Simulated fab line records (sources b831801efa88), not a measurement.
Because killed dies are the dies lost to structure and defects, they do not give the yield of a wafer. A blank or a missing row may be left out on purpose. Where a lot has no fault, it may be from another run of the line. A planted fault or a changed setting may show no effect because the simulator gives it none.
A lot that was struck, set against a sound lot / flow sfq_line / 13 out of 325 route steps
Sound: these wafers, L257.3, L257.4, L257.6. Struck: wafers L256.3, L256.5 (left out: L256.1, a lot-mate that was not struck); the cause follows at the end.
Order at every step that has rows: each side's tool, ch and its chambers, its first start. Under that, the readings that differ: sound wafers / struck wafers / difference of the means / sigmas: that difference in standard deviations of wafers without a fault.
alike: readings whose means differ by less than 2 such deviations, and words and numbers that are the same on both sides. not compared: withheld readings, readings that some wafer has no value for, bounds like >300 that may hide the same value, and numbers for which the record gives no deviation and whose values overlap.
The two part at a step that has a row with sigmas, a row that says differs or no value, or rows on one side only. When numbers do not overlap yet have no deviation, they are printed without sigmas and do not part them. A reading missing from all wafers of one side parts the sides only when that side holds two or more wafers.

first, 2 steps without rows for these wafers: SFQ_TRILAYER_I2_VIA_STRIP_SOLV_CLEAN_072 (cleans in NMP, time 600 s); SFQ_TRILAYER_M3_DEP_PRE_CLEAN_074 (time 22.5 s).
SFQ_TRILAYER_M3_DEP_SPUTTER_073: material Nb, target thk 200 nm, time 133.3 s.
  sound: pvd_sputter-05 at day 43 18:51; struck: pvd_sputter-05 at day 43 06:14
  alike: throttle_valve_pct
SFQ_M3_RS_MEAS_919: the measuring method here is four-point-probe.
  sound: film_metro-01 at day 43 18:59; struck: film_metro-04 at day 43 06:20
  alike: M3_NB_RS
then, 6 steps without rows for these wafers: SFQ_TRILAYER_M3_LITHO_COAT_080 (resist thk 62 nm); SFQ_TRILAYER_M3_LITHO_COAT_075 (resist thk 600 nm); SFQ_TRILAYER_M3_LITHO_SOFTBAKE_079; SFQ_TRILAYER_M3_LITHO_EXPOSE_076 (exposes mask M3, target cd 500 nm); SFQ_TRILAYER_M3_LITHO_PEB_078 (peb time 60 s); SFQ_TRILAYER_M3_LITHO_DEVELOP_077 (time 60 s).
-- the record jumps here: 4 days lie between the struck wafers' starts before and after --
SFQ_M3_OVL_MEAS_921:
  sound: overlay-02 at day 47 13:20; struck: overlay-02 at day 47 12:07
reading=M3_OVL (nm); sound=-10 -8 -9; struck=4 4; difference=+13; sigmas=+2
SFQ_TRILAYER_M3_BARC_OPEN_METAL_ETCH_100: etches BARC in O2, target depth 125 nm, time 41.7 s.
  sound on rie_metal-04 ch 0,1, day 47 13:23; struck on rie_metal-03 ch 1, day 47 12:10
reading=chamber_pressure_mTorr (mTorr); sound=10.004 9.987 10.012; struck=7.992 7.996; difference=-2.007; sigmas=-99 or more
  alike: drypump_motor_current_A, he_backside_leak_sccm, oes_product_au
  not compared: rf_hours_counter_h
SFQ_TRILAYER_M3_ETCH_METAL_ETCH_078: etches Nb in Cl2/Ar, stops on SiO2, target depth 240 nm, time 120 s.
  sound on rie_metal-04 ch 0,1, day 47 13:28; struck on rie_metal-03 ch 1, day 47 12:13
  alike: chamber_pressure_mTorr, drypump_motor_current_A, he_backside_leak_sccm, oes_product_au
  not compared: rf_hours_counter_h

== WHERE THEY PART ==
At SFQ_M3_OVL_MEAS_921 first; at SFQ_TRILAYER_M3_BARC_OPEN_METAL_ETCH_100 last (within this record only). Later steps at which nothing parts them and some readings are alike: SFQ_TRILAYER_M3_ETCH_METAL_ETCH_078.

WHY: the cause the simulator had injected
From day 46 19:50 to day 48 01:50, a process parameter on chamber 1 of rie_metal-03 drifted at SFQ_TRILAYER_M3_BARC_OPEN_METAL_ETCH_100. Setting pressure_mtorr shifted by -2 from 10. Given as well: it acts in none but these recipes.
